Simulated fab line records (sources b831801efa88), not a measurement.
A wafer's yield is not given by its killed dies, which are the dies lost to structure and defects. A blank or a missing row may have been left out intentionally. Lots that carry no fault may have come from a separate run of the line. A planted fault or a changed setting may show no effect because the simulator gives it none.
Problem report, 8D (eight disciplines) form, completed by code || flow sky130 || the parts of the form that need people (team, actions taken, sign-off) are left out

1. PROBLEM STATEMENT
heaterPowerTotalW at SKY_RES_PROTECT_DEHYDRATE_00 reads a mean of 164.12 W on 6 wafers of 2 lots; wafers without a fault read 160.37 W with a standard deviation of 0.12. That puts it +31 standard deviations away from the usual mean.
The step: time 60 s.
First seen on wafer L661.1, day 19 21:28, on lithoTrack-03. Wafers with a number at this step in the record: 39, from 13 lots. Rule for "out", or "out of limits": more than 4 standard deviations from the usual mean. Any other wafer with a number is counted as sound.

2. WHAT IT IS; WHAT IT IS NOT
{"question": "which readings at this step", "is": "heaterPowerTotalW, plateTempC", "is not": "-"}
{"question": "which lots", "is": "L661, L664", "is not": "L646, L647, L648, L649, L651, L652, L653, L654, L667, L668, L669"}
{"question": "which wafers of those lots", "is": "all that have a number", "is not": "-"}
{"question": "read on which tools", "is": "lithoTrack-03", "is not": "lithoTrack-01, lithoTrack-02"}
{"question": "when", "is": "from day 19 21:28", "is not": "up to then (24 sound wafers); but 9 sound wafers of L667, L668, L669 came after"}

3. THE SUSPECTS, EACH WITH WHAT RULES IT OUT
Counting: a tool stays on the suspect list if, at a process step up to the reading, it processed all lots that are out and no sound lot following the first of them.
- lithoTrack-03 at SKY_RES_PROTECT_DEHYDRATE_00 (time 60 s): kept. It ran every lot that is out, first L661 (day 19 21:28), and no sound lot after that; its last sound lot up to then is L653 (day 17 09:10). Its own heaterPowerTotalW, plateTempC readings are out on those wafers.
After counting, what remains is lithoTrack-03 at SKY_RES_PROTECT_DEHYDRATE_00.

4. THE CAUSE (what the simulator had put in)
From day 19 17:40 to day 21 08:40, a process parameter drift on lithoTrack-03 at SKY_RES_PROTECT_DEHYDRATE_00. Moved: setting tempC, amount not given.
This tool alone remained once counting was done.

5. THE CHAIN OF EFFECTS, in route order
One row per reading whose mean, taken over the struck wafers that have a number, lies over 3 standard deviations from the usual. Scope: only readings with a usual standard deviation given in the record; hours: median across lots of the time from each lot's start at the first step in this table that gives one to its start at this step; sigmas: change in usual standard deviations.
{"hours": 0, "step": "SKY_RES_PROTECT_DEHYDRATE_00", "reading": "heaterPowerTotalW", "usual": "160.37 W", "on struck wafers": 164.12, "change": "+3.75", "sigmas": "+31"}
{"hours": 0, "step": "SKY_RES_PROTECT_DEHYDRATE_00", "reading": "plateTempC", "usual": "199.98 C", "on struck wafers": 203.60, "change": "+3.62", "sigmas": "+23"}
Process steps it contains:
- SKY_RES_PROTECT_DEHYDRATE_00: time 60 s.

6. HOW IT WOULD HAVE BEEN CAUGHT EARLIER
In this record the first reading out of limits was taken at day 19 21:28, 4 hours after the fault began at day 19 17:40.
